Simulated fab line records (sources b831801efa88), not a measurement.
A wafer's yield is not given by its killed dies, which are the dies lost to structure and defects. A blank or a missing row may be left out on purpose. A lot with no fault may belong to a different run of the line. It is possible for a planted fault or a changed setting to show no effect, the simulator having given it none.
fab line records	flow sky130
[record] lots = 6	wafers = 18	last_day = 50
route steps=708 shown SD_N@344 SD_P@359 RES_XHIGH@360 PAD_OPEN@708
lots untouched by any fault: they come from a run of this same line in which no faults occurred
start_h: hours from the record's opening day to when the first of the lot's shown wafers began	wait_h: hours elapsed since this lot's preceding step	" unchanged from the row above	L1.1+2: a row that stands for several wafers	- no value, or no start was given	* or withheld: withheld	< > ~ a bound
route shown NAME@n: names a module that has steps shown in the file, with the first one's number in the route	usual: mean/standard deviation taken from wafers without a fault	same: alike in all rows	chamber/n: place in a boat	sites: each site's reading	_std_site: standard deviation across them	_edge_site: outer sites' mean less inner sites'	radius_mm: for every site, how far away it sits from the centre of the wafer	mask NAME#n: copy n	behind: the most recent tool/chamber to have shaped the wafer	hold: why the lot went on hold/how many hours it stayed there/how the hold came to an end	device: transistor that didn't switch, given as n, p or np	end of line: at the end of the route, the tests of the same wafers	a step without rows: its recipe alone	killed: the dies lost at the first sort to structure and to defects; this is not the yield of the wafer	map: per-die view of a wafer (x killed, . not killed, _ where there is no die)
set.NAME: the setting the step ran with; set.NAME@STEP: the setting that earlier step ran with	model.NAME: the simulator's own value behind a step, which no gauge read
lots at some steps of the route; a table a step, a row a wafer
services: the hour from which a tool's chamber was out of use, counted from the record's first day as start_h (under 0 if before that day), plus the number of hours and why
[[steps]]
[step SKY_SD_N_COAT_02]
[recipe] resist = NOVOLAK	spin_rpm = 3000	resist_thk_nm = 1140
[step SKY_SD_N_SOFTBAKE_03]
[recipe] temp_c = 90	time_s = 60	resist = NOVOLAK
[step SKY_SD_N_EXPOSE_04]
[recipe] mask_id = NSDM	na = 0.6	source_shape = conventional	sigma_outer = 0.6	polarization = unpolarized	target_cd_nm = 380	dose_mj = 141
[step SKY_SD_N_PEB_05]
[recipe] temp_c = withheld	time_s = *	resist = NOVOLAK
[step SKY_SD_N_DEVELOP_06]
[recipe] resist = NOVOLAK	developer = TMAH	develop_time_s = 60	dev_temp_c = 23
[step SKY_SD_N_CD_MEAS_07]
[recipe] target_cd_nm = 380
[usual] cd_nm = 379.9/2.8
lot.wafer	tool	chamber	start_h	wait_h	cd_nm
L812.1	cd_sem-01	-	645.60	0.1	382.9
L812.2	"	-	"	"	383.7
L812.4	"	-	"	"	381.8
L813.1	cd_sem-02	-	648.40	0.1	375.5
L813.3	"	-	"	"	373.0
L813.5	"	-	"	"	377.4
L825.2	cd_sem-01	-	751.87	0.1	383.2
L825.5	"	-	"	"	384.8
L825.6	"	-	"	"	384.8
L826.2	cd_sem-02	-	763.12	0.1	379.0
L826.3	"	-	"	"	379.2
L826.6	"	-	"	"	377.0
L831.1	cd_sem-01	-	834.09	0.1	378.5
L831.2	"	-	"	"	375.8
L831.5	"	-	"	"	377.3
L832.2	cd_sem-02	-	834.90	0.1	378.9
L832.4	"	-	"	"	377.9
L832.5	"	-	"	"	378.9
[step SKY_SD_N_OVL_MEAS_08]
[usual] SD_N_OVL = 0.7/1.4
lot.wafer	tool	chamber	start_h	wait_h	SD_N_OVL[nm]
L812.1	overlay-02	-	645.72	0.1	0.4
L812.2	"	-	"	"	-0.2
L812.4	"	-	"	"	2.2
L813.1	overlay-01	-	648.52	0.1	-0.5
L813.3	"	-	"	"	-0.6
L813.5	"	-	"	"	0.5
L825.2	overlay-02	-	751.98	0.1	0.8
L825.5	"	-	"	"	2.3
L825.6	"	-	"	"	0.8
L826.2	overlay-02	-	763.23	0.1	-0.5
L826.3	"	-	"	"	-1.0
L826.6	"	-	"	"	-1.8
L831.1	overlay-02	-	834.21	0.1	0.3
L831.2	"	-	"	"	-0.1
L831.5	"	-	"	"	0.4
L832.2	overlay-01	-	835.01	0.1	1.6
L832.4	"	-	"	"	0.8
L832.5	"	-	"	"	1.6
[step SKY_SD_N_IMPLANT_09]
[recipe] species = As	energy_kev = 50	dose_cm2 = 4e+15	tilt_deg = 0
[step SKY_SD_N_IMPLANT_10]
[recipe] species = P	energy_kev = 20	dose_cm2 = 1e+14	tilt_deg = 0
[step SKY_SD_N_STRIP_11]
[recipe] chemistry = O2/N2	power_w = 1400	pressure_mtorr = 1500	platen_temp_c = withheld	o2_flow_sccm = 3000	n2_flow_sccm = 300	overash_fraction = 0.5
[usual] drypump_motor_current_A = 6.0/0.58	oes_product_au = 0.527/0.0046	strip_time_to_endpoint_s = 22.53/0.046
lot.wafer	tool	chamber	start_h	wait_h	drypump_motor_current_A	oes_product_au	rf_hours_counter_h	strip_time_to_endpoint_s
L812.1	plasma_asher-01	0	646.06	0.1	5.8	0.523	98	22.57
L812.2	"	1	"	"	6.4	0.524	98	22.56
L812.4	"	1	"	"	6.5	0.530	-	22.53
L813.1	plasma_asher-01	1	648.86	0.1	6.5	0.527	98	22.46
L813.3	"	0	"	"	5.8	0.525	-	22.49
L813.5	"	1	"	"	6.5	0.527	-	22.47
L825.2	plasma_asher-02	1	752.31	0.1	6.5	0.529	31	22.52
L825.5	"	0	"	"	5.2	0.526	-	22.49
L825.6	"	1	"	"	6.6	0.523	-	22.53
L826.2	plasma_asher-01	1	763.56	0.1	6.5	0.535	2	22.55
L826.3	"	0	"	"	5.8	0.529	-	22.58
L826.6	"	0	"	"	5.8	0.530	-	22.53
L831.1	plasma_asher-02	1	834.54	0.1	6.5	0.523	40	22.61
L831.2	"	0	"	"	5.2	0.528	40	22.59
L831.5	"	0	"	"	5.2	0.537	-	22.60
L832.2	plasma_asher-02	1	835.34	0.1	6.5	0.522	40	22.56
L832.4	"	0	"	"	5.2	0.533	-	22.52
L832.5	"	0	"	"	5.2	0.521	-	22.50
[step SKY_SD_N_TW_MEAS_12]
[usual] SD_N_TW = 3969/28
lot.wafer	tool	chamber	start_h	wait_h	SD_N_TW
L812.1	film_metro-03	-	646.16	0.1	3961
L812.2	"	-	"	"	3941
L812.4	"	-	"	"	3942
L813.1	film_metro-04	-	648.96	0.1	4004
L813.3	"	-	"	"	4008
L813.5	"	-	"	"	3998
L825.2	film_metro-04	-	752.42	0.1	3973
L825.5	"	-	"	"	3993
L825.6	"	-	"	"	3989
L826.2	film_metro-04	-	763.67	0.1	3977
L826.3	"	-	"	"	3978
L826.6	"	-	"	"	3977
L831.1	film_metro-02	-	834.64	0.1	3959
L831.2	"	-	"	"	3979
L831.5	"	-	"	"	3959
L832.2	film_metro-02	-	835.45	0.1	3953
L832.4	"	-	"	"	3947
L832.5	"	-	"	"	3931
[step SKY_SD_N_CLEAN_13]
[recipe] chemistry = SC1/SC2	mix = 1:4:20	temp_c = 70	time_s = 150	dry = n2_spin
[step SKY_SD_N_RTA_14]
[recipe] temp_c = 1075	time_s = 2	idle_temp_c = 650	ramp_up_c_per_s = 150	ramp_down_c_per_s = 90	ambient = N2
[usual] lamp_power_pct = 15.73/0.054	wafer_temp_C_max = 1078.1/1.3
lot.wafer	tool	chamber	start_h	wait_h	lamp_power_pct	wafer_temp_C_max
L812.1	rtp_anneal-01	0	646.27	0.0	15.82	1078.8
L812.2	"	0	"	"	15.86	1077.1
L812.4	"	0	"	"	15.71	1078.0
L813.1	rtp_anneal-02	0	649.07	0.0	15.72	1077.6
L813.3	"	0	"	"	15.73	1079.9
L813.5	"	0	"	"	15.85	1078.7
L825.2	rtp_anneal-01	0	752.53	0.0	15.21	1078.3
L825.5	"	0	"	"	15.36	1077.2
L825.6	"	0	"	"	15.31	1077.2
L826.2	rtp_anneal-01	0	763.78	0.0	15.14	1077.8
L826.3	"	0	"	"	15.33	1079.0
L826.6	"	0	"	"	15.23	1077.7
L831.1	rtp_anneal-02	0	834.75	0.0	15.76	1077.3
L831.2	"	0	"	"	15.78	1080.2
L831.5	"	0	"	"	15.78	1077.2
L832.2	rtp_anneal-02	0	835.56	0.0	15.62	1078.0
L832.4	"	0	"	"	15.80	1078.0
L832.5	"	0	"	"	15.76	1078.4
[step SKY_SD_N_RS_MEAS_16]
[recipe] thk_meas_gauge = four-point-probe
[usual] SD_N_RS = 68.49/0.11
lot.wafer	tool	chamber	start_h	wait_h	SD_N_RS[ohm/sq]
L812.1	film_metro-02	-	646.45	0.1	68.48
L812.2	"	-	"	"	68.46
L812.4	"	-	"	"	68.59
L813.1	film_metro-03	-	649.25	0.1	68.53
L813.3	"	-	"	"	68.52
L813.5	"	-	"	"	68.70
L825.2	film_metro-04	-	752.72	0.1	70.70
L825.5	"	-	"	"	70.55
L825.6	"	-	"	"	70.61
L826.2	film_metro-02	-	763.96	0.1	70.78
L826.3	"	-	"	"	70.88
L826.6	"	-	"	"	70.66
L831.1	film_metro-02	-	834.93	0.1	68.53
L831.2	"	-	"	"	68.49
L831.5	"	-	"	"	68.43
L832.2	film_metro-03	-	835.75	0.1	68.47
L832.4	"	-	"	"	68.55
L832.5	"	-	"	"	68.67
[step SKY_SD_N_RS_MEAS_17]
[recipe] thk_meas_gauge = four-point-probe
[usual] SD_P_RS = 148.2/0.36
lot.wafer	tool	chamber	start_h	wait_h	SD_P_RS[ohm/sq]
L812.1	film_metro-02	-	646.57	0.1	147.8
L812.2	"	-	"	"	148.2
L812.4	"	-	"	"	147.5
L813.1	film_metro-03	-	649.37	0.1	148.7
L813.3	"	-	"	"	148.2
L813.5	"	-	"	"	149.0
L825.2	film_metro-04	-	752.84	0.1	160.5
L825.5	"	-	"	"	160.5
L825.6	"	-	"	"	160.6
L826.2	film_metro-02	-	764.08	0.1	161.2
L826.3	"	-	"	"	160.8
L826.6	"	-	"	"	160.5
L831.1	film_metro-02	-	835.05	0.1	148.4
L831.2	"	-	"	"	148.0
L831.5	"	-	"	"	148.9
L832.2	film_metro-03	-	835.87	0.1	148.1
L832.4	"	-	"	"	149.1
L832.5	"	-	"	"	148.6
[step SKY_SD_N_RS_MEAS_18]
[recipe] thk_meas_gauge = four-point-probe
[usual] RES_XHIGH_RS = 332.9/0.96
lot.wafer	tool	chamber	start_h	wait_h	RES_XHIGH_RS[ohm/sq]
L812.1	film_metro-02	-	646.69	0.1	331.4
L812.2	"	-	"	"	332.4
L812.4	"	-	"	"	333.2
L813.1	film_metro-03	-	649.49	0.1	334.1
L813.3	"	-	"	"	334.1
L813.5	"	-	"	"	334.4
L825.2	film_metro-04	-	752.96	0.1	333.6
L825.5	"	-	"	"	333.2
L825.6	"	-	"	"	333.0
L826.2	film_metro-02	-	764.20	0.1	334.9
L826.3	"	-	"	"	335.1
L826.6	"	-	"	"	334.3
L831.1	film_metro-02	-	835.17	0.1	334.6
L831.2	"	-	"	"	333.7
L831.5	"	-	"	"	334.2
L832.2	film_metro-03	-	835.99	0.1	332.3
L832.4	"	-	"	"	332.8
L832.5	"	-	"	"	332.4
[step SKY_PAD_OPEN_PROBE_99]
[usual] killed_at_M0_to_M3 = 43/6.8	killed_at_M4_up = 3.2/1.9	killed_at_contacts = 24/5	killed_at_front_end = 16/4.9	killed_at_other = 0.4/0.76	killed_dies = 87/10	killed_open = 47/7.3	killed_short = 39/6.2
[same] gross_dies = 492	killed_at_back_side = 0
lot.wafer	tool	chamber	start_h	wait_h	killed_at_M0_to_M3	killed_at_M4_up	killed_at_contacts	killed_at_front_end	killed_at_other	killed_dies	killed_open	killed_short	model.etest.res_xhigh_po.line_ohm_um	model.etest.res_xhigh_po.rs_ohm_sq	model.etest.pfet_01v8.r_on_ohm_um	model.etest.res_pdiff.line_ohm_um	model.etest.tip_p.rs_ohm_sq	model.etest.res_high_po.line_ohm_um	model.etest.licon_high_po.rc_ohm	model.etest.res_ndiff.line_ohm_um
L812.1	prober-01	-	1074.32	0.1	40	3	24	14	1	82	49	33	5703	2026	2997	1359	6848	735.7	354.1	729.5
L812.2	prober-01	-	1074.37	0.1	45	1	24	10	0	80	44	36	5620	1970	3050	1378	6904	746.1	345.1	743.8
L812.4	prober-01	-	1074.47	0.2	52	6	31	22	0	111	58	53	5784	2012	3074	1450	6949	737.6	359.5	767.7
L813.1	prober-02	-	1077.70	0.1	55	2	24	14	0	95	64	31	5716	1985	2828	1341	6888	744.3	342.8	726
L813.3	prober-02	-	1077.80	0.2	32	6	27	18	0	83	39	44	5818	2005	2820	1317	6854	742.3	352.3	712.2
L813.5	prober-02	-	1077.90	0.2	49	5	21	18	0	93	48	45	6143	2148	2818	1345	6896	765	359.5	730.6
L825.2	prober-02	-	1151.46	0.1	43	3	27	17	0	90	39	51	6677	2296	3152	1465	7033	822.7	427.1	780.5
L825.5	prober-02	-	1151.61	0.2	29	1	33	14	0	77	41	36	6359	2278	3188	1458	7000	824	414.2	789.7
L825.6	prober-02	-	1151.66	0.2	35	3	33	17	0	88	47	41	6472	2283	3211	1428	6989	809.8	417.8	772.7
L826.2	prober-01	-	1157.97	0.1	30	2	24	11	0	67	39	28	6716	2308	3026	1524	6983	831.9	411.2	805.6
L826.3	prober-01	-	1158.02	0.2	36	2	23	12	1	74	39	35	6509	2268	3087	1468	6930	825.9	414.1	776.1
L826.6	prober-01	-	1158.17	0.2	46	1	22	16	0	85	44	41	6568	2305	3099	1536	7031	838.2	408.2	810.1
L831.1	prober-01	-	1200.96	0.1	59	5	26	16	0	106	57	49	5587	1950	2875	1372	6782	737.8	329.6	777.3
L831.2	prober-01	-	1201.01	0.1	41	3	12	11	0	67	37	30	5367	1887	2870	1412	6719	738.5	330.6	755.6
L831.5	prober-01	-	1201.16	0.2	45	4	15	23	0	87	45	42	5560	1934	2906	1412	6760	734.7	323.6	769.4
L832.2	prober-01	-	1203.74	0.1	40	8	17	13	1	79	40	39	5913	2063	2829	1347	6874	766.5	369.2	769.1
L832.4	prober-01	-	1203.84	0.2	43	7	28	11	0	89	52	37	5939	2048	2900	1379	6912	773	354.8	774.9
L832.5	prober-01	-	1203.89	0.2	40	6	23	16	0	85	50	35	5813	2020	2916	1366	6930	762.1	351.9	776
// killed by level:class
L812.1 VIA1:geometric_particle:open=11 VIA3:geometric_particle:open=10 LI_CONTACT:geometric_particle:open=8 CONTACT:geometric_particle:open=7 FIELD_ISO:geometric_particle:short=5 LI_CONTACT:geometric_particle:short=5 VIA1:geometric_particle:short=5 FIELD_ISO:geometric_particle:open=4
L812.2 VIA2:geometric_particle:open=9 VIA1:geometric_particle:short=8 LI_CONTACT:geometric_particle:open=7 VIA1:geometric_particle:open=6 VIA3:geometric_particle:open=6 CONTACT:geometric_particle:open=5 LOCAL_INTERCONNECT:geometric_particle:short=4 CONTACT:geometric_particle:short=4
L812.4 VIA1:geometric_particle:open=14 CONTACT:geometric_particle:open=11 VIA2:geometric_particle:open=9 LI_CONTACT:geometric_particle:short=7 LI_CONTACT:geometric_particle:open=6 METAL2:geometric_particle:short=6 FIELD_ISO:geometric_particle:short=5 POLY_GATE:geometric_particle:short=5
L813.1 VIA1:geometric_particle:open=17 LI_CONTACT:geometric_particle:open=9 CONTACT:geometric_particle:open=8 VIA2:geometric_particle:open=7 METAL2:geometric_particle:short=7 VIA3:geometric_particle:open=7 METAL1:geometric_particle:short=6 POLY_GATE:geometric_particle:open=5
L813.3 CONTACT:geometric_particle:short=9 VIA1:geometric_particle:open=8 VIA1:geometric_particle:short=8 LI_CONTACT:geometric_particle:open=7 FIELD_ISO:geometric_particle:open=6 VIA2:geometric_particle:open=6 POLY_GATE:geometric_particle:short=5 LOCAL_INTERCONNECT:geometric_particle:short=5
L813.5 VIA2:geometric_particle:open=11 VIA1:geometric_particle:open=10 VIA3:geometric_particle:open=8 CONTACT:geometric_particle:open=7 VIA1:geometric_particle:short=7 CONTACT:geometric_particle:short=6 POLY_GATE:geometric_particle:open=6 POLY_GATE:geometric_particle:short=5
L825.2 METAL1:geometric_particle:short=10 VIA1:geometric_particle:open=9 CONTACT:geometric_particle:open=9 VIA1:geometric_particle:short=7 FIELD_ISO:geometric_particle:open=6 LOCAL_INTERCONNECT:geometric_particle:short=6 POLY_GATE:geometric_particle:short=5 LI_CONTACT:geometric_particle:short=4
L825.5 CONTACT:geometric_particle:open=10 LI_CONTACT:geometric_particle:open=9 CONTACT:geometric_particle:short=7 VIA1:geometric_particle:open=7 POLY_GATE:geometric_particle:short=4 LOCAL_INTERCONNECT:geometric_particle:short=4 METAL1:geometric_particle:short=4 METAL2:geometric_particle:short=4
L825.6 LI_CONTACT:geometric_particle:open=11 VIA1:geometric_particle:open=10 CONTACT:geometric_particle:open=9 LOCAL_INTERCONNECT:geometric_particle:short=5 POLY_GATE:geometric_particle:short=4 LI_CONTACT:geometric_particle:short=4 CONTACT:geometric_particle:short=4 METAL2:geometric_particle:short=4
L826.2 VIA1:geometric_particle:open=10 CONTACT:geometric_particle:open=9 LI_CONTACT:geometric_particle:open=8 VIA3:geometric_particle:open=5 FIELD_ISO:geometric_particle:short=4 POLY_GATE:geometric_particle:short=4 METAL1:geometric_particle:short=4 CONTACT:geometric_particle:short=3
L826.3 VIA1:geometric_particle:open=12 CONTACT:geometric_particle:open=7 VIA1:geometric_particle:short=6 LI_CONTACT:geometric_particle:open=5 POLY_GATE:geometric_particle:short=4 CONTACT:geometric_particle:short=4 METAL3:geometric_particle:short=4 POLY_GATE:geometric_particle:open=3
L826.6 VIA1:geometric_particle:open=14 CONTACT:geometric_particle:open=8 METAL2:geometric_particle:short=8 VIA3:geometric_particle:open=6 CONTACT:geometric_particle:short=5 SPACER:geometric_particle:short=4 LI_CONTACT:geometric_particle:short=4 LI_CONTACT:geometric_particle:open=4
L831.1 VIA1:geometric_particle:open=15 VIA3:geometric_particle:open=10 LI_CONTACT:geometric_particle:open=9 CONTACT:geometric_particle:short=9 VIA3:geometric_particle:short=8 METAL2:geometric_particle:short=7 VIA2:geometric_particle:open=6 POLY_GATE:geometric_particle:short=5
L831.2 VIA1:geometric_particle:open=13 METAL1:geometric_particle:short=11 VIA2:geometric_particle:open=6 FIELD_ISO:geometric_particle:open=4 LI_CONTACT:geometric_particle:open=4 METAL3:geometric_particle:short=4 CONTACT:geometric_particle:open=3 VIA3:geometric_particle:short=3
L831.5 VIA1:geometric_particle:open=7 POLY_GATE:geometric_particle:short=5 CONTACT:geometric_particle:open=5 LI_CONTACT:geometric_particle:open=5 VIA2:geometric_particle:open=5 METAL1:geometric_particle:short=5 VIA1:geometric_particle:short=5 VIA3:geometric_particle:open=5
L832.2 VIA3:geometric_particle:open=7 VIA2:geometric_particle:open=7 METAL4:geometric_particle:short=7 FIELD_ISO:geometric_particle:open=5 METAL2:geometric_particle:short=5 CONTACT:geometric_particle:open=5 VIA1:geometric_particle:open=5 LOCAL_INTERCONNECT:geometric_particle:short=4
L832.4 VIA3:geometric_particle:open=12 VIA1:geometric_particle:open=9 CONTACT:geometric_particle:open=8 LOCAL_INTERCONNECT:geometric_particle:short=7 METAL1:geometric_particle:short=7 LI_CONTACT:geometric_particle:open=6 FIELD_ISO:geometric_particle:open=4 CONTACT:geometric_particle:short=4
L832.5 VIA3:geometric_particle:open=11 CONTACT:geometric_particle:open=10 POLY_GATE:geometric_particle:open=7 CONTACT:geometric_particle:short=6 VIA1:geometric_particle:open=6 METAL2:geometric_particle:short=6 FIELD_ISO:geometric_particle:short=4 LI_CONTACT:geometric_particle:open=4
[[services]]
tool	chamber	start_h	hours	kind
plasma_asher-01	-	622.87	0.7	repair
plasma_asher-01	-	733.75	9.0	pm
plasma_asher-01	0	733.75	9.0	vent_cycle
plasma_asher-01	1	733.75	9.0	vent_cycle
rtp_anneal-02	-	734.99	64.9	pm
plasma_asher-01	0	742.75	-	clean
plasma_asher-01	1	742.75	-	clean
[[key]]
[first_sign] step = SKY_SD_N_RTA_14	reading = lamp_power_pct	direction = down	sigmas = 8.6	usual = 15.73	struck = 15.26
[effect] step = SKY_SD_N_RS_MEAS_16	reading = SD_N_RS	direction = up	sigmas = 21	usual = 68.49	struck = 70.70
[effect] step = SKY_SD_N_RS_MEAS_17	reading = SD_P_RS	direction = up	sigmas = 34	usual = 148.2	struck = 160.7
[model_effect] step = SKY_PAD_OPEN_PROBE_99	value = etest.res_xhigh_po.line_ohm_um	without = 5701	struck = 6550
met_at SKY_SD_N_RTA_14
struck_wafers L825.2,L825.5,L825.6,L826.2,L826.3,L826.6
tester_left_out L825,L826
onset_between 646.27 752.53
[fault] kind = process_parameter_drift	tool = rtp_anneal-01	chamber = -	onset_h = 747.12	steps = SKY_SD_N_RTA_14	channel = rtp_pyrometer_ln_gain	offset = 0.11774	shape = step	end_h = 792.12
// tester_left_out: of these lots the tester's yield and bins aren't shown, on N5 and GAA mostly nor the transistor test; their killed dies are dies lost to structure and defects alone, not to doping, threshold or leakage, so they don't give the yield
